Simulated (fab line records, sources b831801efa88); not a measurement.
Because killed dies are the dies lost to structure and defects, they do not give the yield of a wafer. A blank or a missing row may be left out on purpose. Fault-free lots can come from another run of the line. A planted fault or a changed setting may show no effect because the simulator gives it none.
Which of the tools did it? + flow sfq_line + at 1 step of a route of 325, 15 lots with 45 wafers sampled

== WHAT THE GAUGES READ, wafer by wafer ==
SFQ_M2_OVL_MEAS_916.
| lot  | measured     | on         | M2_OVL (nm) |
|------|--------------|------------|-------------|
| L277 | day 29 23:27 | overlay-02 | -2 -14 -9   |
| L278 | day 30 01:52 | overlay-01 | -8 -5 -4    |
| L279 | day 30 07:44 | overlay-01 | 3 8 4       |
| L281 | day 32 14:55 | overlay-02 | -8 -3 -2    |
| L282 | day 32 16:08 | overlay-01 | -15 -11 -9  |
| L291 | day 35 15:03 | overlay-02 | 2 1 -3      |
| L292 | day 35 16:14 | overlay-01 | 3 10 6      |
| L293 | day 35 17:27 | overlay-02 | -3 -7 -4    |
| L294 | day 35 21:10 | overlay-02 | 8 1 4       |
| L295 | day 35 22:23 | overlay-02 | -8 -3 -7    |
| L296 | day 35 23:34 | overlay-01 | -1 6 1      |
| L297 | day 36 03:10 | overlay-01 | -3 -3 -3    |
| L298 | day 36 04:22 | overlay-01 | -6 -8 -3    |
| L299 | day 42 14:45 | overlay-02 | -12 -5 -8   |
| L300 | day 42 23:16 | overlay-01 | -3 5 -3     |

== TOOL THAT RAN EACH LOT (tool first, then ch and the chambers of the sampled wafers, then the start) ==
The record holds no process step before these readings.

== WHAT THE TOOLS THEMSELVES READ (means of the sampled wafers that have a number; where no wafer has one, the mark that the record gives instead) ==
The record holds no such reading with a usual standard deviation.

== THE ANSWER, worked out from the rows above alone ==
Rule: what is usual is taken from the lots themselves. Put in order of their means at a reading, lots are off if they are a third of the lots or fewer, leave a main group of 4 or more, and stand apart from it by a gap of 3 or more times the standard deviation of the main group's means; of several such gaps the widest counts. The tables above print the reading to a certain number of digits; a main group whose means all agree to those digits is not used. A lot without any number at a reading at which 4 lots or more have one is off too. All remaining lots with rows at the step are treated as sound. First the gauges in route order, then the tools' own readings, where a lot's mean is used as printed above. The first step at which some lot is off is used, and at that step the reading that is off furthest; a lot without a number counts as furthest.
No lot is off at any reading shown: from this, nothing can be told.

== WHAT THE SIMULATOR PUT IN ==
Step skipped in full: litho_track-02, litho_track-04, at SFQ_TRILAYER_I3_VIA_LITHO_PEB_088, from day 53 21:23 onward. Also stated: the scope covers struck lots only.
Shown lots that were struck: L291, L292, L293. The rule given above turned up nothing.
